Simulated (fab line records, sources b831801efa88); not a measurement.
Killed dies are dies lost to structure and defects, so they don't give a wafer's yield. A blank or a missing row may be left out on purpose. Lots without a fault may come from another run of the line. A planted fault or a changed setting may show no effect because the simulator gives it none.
One fault seen from 2 desks | flow sky130 | each desk has only its own numbers; what lay behind them comes last

THE TOOL OWNER'S DESK: pvd_sputter-03
The tool's own readings at SKY_CAPM_SPUTTER_02 (material TiN, target thk 200 nm, time 166.7 s): means of the sampled wafers that have a number, for each lot that ran on this tool. A lot is out of limits, marked OUT, if its mean lies more than 4 standard deviations from the usual mean; the brackets give that distance.
Columns: A = throttle_valve_pct at SKY_CAPM_SPUTTER_02, usual 30.6 %
lot  | first seen here | A
L659 | day 38 14:23    | 31.0
L660 | day 38 18:34    | 31.1
L666 | day 40 18:40    | 31.2
L667 | day 41 00:49    | 31.1
This desk's finding: nothing out of limits on any of the 4 lots.

THE METROLOGY DESK
What the gauges read, lot by lot, whatever tool the lot ran on: means of the sampled wafers that have a number. A lot is out of limits, marked OUT, if its mean lies more than 4 standard deviations from the usual mean; the brackets give that distance.
Columns: A = VIA2_HDPCVD_THK at SKY_VIA2_THK_MEAS_01, usual 1181 nm; B = VIA2_W_RS at SKY_VIA2_RS_MEAS_22, usual 0.273 ohm/sq; C = CAPM_TIN_RS at SKY_CAPM_RS_MEAS_03, usual 6.89 ohm/sq; D = CAPM_TIN_THK at SKY_CAPM_THK_MEAS_04, usual 200.7 nm
lot  | first seen here | A    | B     | C               | D
L658 | day 36 22:10    | 1170 | 0.276 | 6.96            | 198.4
L659 | day 37 11:19    | 1175 | 0.277 | 6.90            | 201.6
L660 | day 37 14:58    | 1195 | 0.274 | 6.94            | 200.3
L661 | day 38 00:49    | 1175 | 0.278 | 6.98            | 198.3
L664 | day 39 03:19    | 1182 | 0.271 | 6.88            | 203.1
L666 | day 39 16:25    | 1190 | 0.273 | 7.27 (+5.6) OUT | 188.7 (-5.5) OUT
L667 | day 39 22:43    | 1199 | 0.274 | 7.15            | 193.9
L672 | day 41 07:03    | 1171 | 0.275 | 6.80            | 202.1
L673 | day 41 07:25    | 1199 | 0.273 | 6.91            | 199.1
L675 | day 42 02:25    | 1185 | 0.273 | 6.91            | 200.9
This desk's finding: out of limits on L666; first on L666, day 40 18:47 (CAPM_TIN_RS at SKY_CAPM_RS_MEAS_03). In limits: L658, L659, L660, L661, L664, L667, L672, L673, L675.

PUT TOGETHER
The metrology desk could have raised an alarm at day 40 18:47, on L666.
The tool owner's desk saw nothing out of limits.
The tool owner's desk has L666 on record, within its limits.
Of the lots named, all ran SKY_CAPM_SPUTTER_02 on pvd_sputter-03.

WHAT THE SIMULATOR HAD PUT IN
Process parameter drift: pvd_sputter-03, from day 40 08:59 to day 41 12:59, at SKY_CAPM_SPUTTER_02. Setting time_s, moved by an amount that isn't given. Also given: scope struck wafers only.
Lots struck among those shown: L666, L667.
Hours from the fault's start to each desk's first reading out of limits: the metrology desk, 10.
